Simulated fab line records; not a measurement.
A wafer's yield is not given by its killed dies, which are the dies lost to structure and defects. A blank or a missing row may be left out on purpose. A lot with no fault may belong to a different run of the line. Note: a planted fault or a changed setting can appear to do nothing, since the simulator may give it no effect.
Problem report, 8D (eight disciplines) form, completed by code | flow sfq-line | the parts of the form that need people (team, actions taken, sign-off) are left out

## 1. WHAT IS WRONG
At SFQ_TRILAYER_M0_ETCH_METAL_ETCH_024, run-length-s averages 121.9 s over 3 wafers from 3 lots, while fault-free wafers read 147.9 s, standard deviation 0.38. Measured from the usual mean, that is -68 standard deviations.
The step: etches Nb in Cl2/Ar, stops on SiO2, target depth 240 nm, time 120 s.
Seen first at day 11 04:26 on rie-metal-01, wafer L654.3. The record has a number at this step for 43 wafers belonging to 15 lots. By rule, "out" or "out of limits" means more than 4 standard deviations away from the usual mean. The rest of the wafers with a number are treated as sound.

## 2. WHAT THIS IS AND IS NOT
question                    | is                           | is not
which readings at this step | run-length-s, oes-product-au | drypump-motor-current-A
which lots                  | L654, L657, L658             | L640, L641, L642, L643, L644, L646, L647, L648, L649, L650, L662, L663
which wafers of those lots  | L654.3, L657.3, L658.4       | L654.1, L654.2, L657.2, L658.5
read on which tools         | rie-metal-01                 | rie-metal-03, rie-metal-04
when                        | from day 11 04:26            | up to then (32 sound wafers); but 8 sound wafers of L657, L658, L662, L663 came after

## 3. SUSPECTS, AND WHAT RULES EACH OUT
Counting: any tool at a process step up to the reading remains a suspect provided it ran every lot that is out. Sound lots after the first of them don't rule it out here, since some wafers of a struck lot are sound.
- rie-metal-01 at SFQ_TRILAYER_M0_ETCH_METAL_ETCH_024 (etches Nb in Cl2/Ar, stops on SiO2, target depth 240 nm, time 120 s): kept. It processed each lot that is out (first: L654, day 11 04:26); up to then, its last sound lot is L650 (day 9 23:51). Its own oes-product-au, run-length-s readings are out on those wafers.
Left after counting: rie-metal-01 at SFQ_TRILAYER_M0_ETCH_METAL_ETCH_024.

## 4. THE CAUSE (what the simulator had put in)
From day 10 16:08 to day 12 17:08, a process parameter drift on rie-metal-01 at SFQ_TRILAYER_M0_ETCH_METAL_ETCH_024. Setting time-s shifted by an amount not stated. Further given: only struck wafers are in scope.
After counting, this tool was the only one left.

## 5. SEQUENCE OF EFFECTS, ordered by route
Each row: a reading whose mean over the struck wafers that have a number lies more than 3 standard deviations from the usual. Only readings whose record carries a usual standard deviation are examined. hours: median over the lots of the time between each lot's start at the first step of this table that gives one and its start at this step. sigmas: the change, counted in usual standard deviations.
hours | step                                | reading        | usual      | on struck wafers | change | sigmas
0     | SFQ_TRILAYER_M0_ETCH_METAL_ETCH_024 | oes-product-au | 0.892 a.u. | 1.005            | +0.113 | +16
0     | SFQ_TRILAYER_M0_ETCH_METAL_ETCH_024 | run-length-s   | 147.9 s    | 121.9            | -26.0  | -68
Its process steps:
- SFQ_TRILAYER_M0_ETCH_METAL_ETCH_024: etches Nb in Cl2/Ar, stops on SiO2, target depth 240 nm, time 120 s.
Later measuring or inspecting steps at which every struck wafer that the step has a row for has a number for every such reading, and none has moved that far: SFQ_I1_OVL_MEAS_913.

## 6. HOW IT WOULD HAVE BEEN CAUGHT EARLIER
In this record no reading fell out of limits until day 11 04:26, 12 hours after the fault had begun at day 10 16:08.
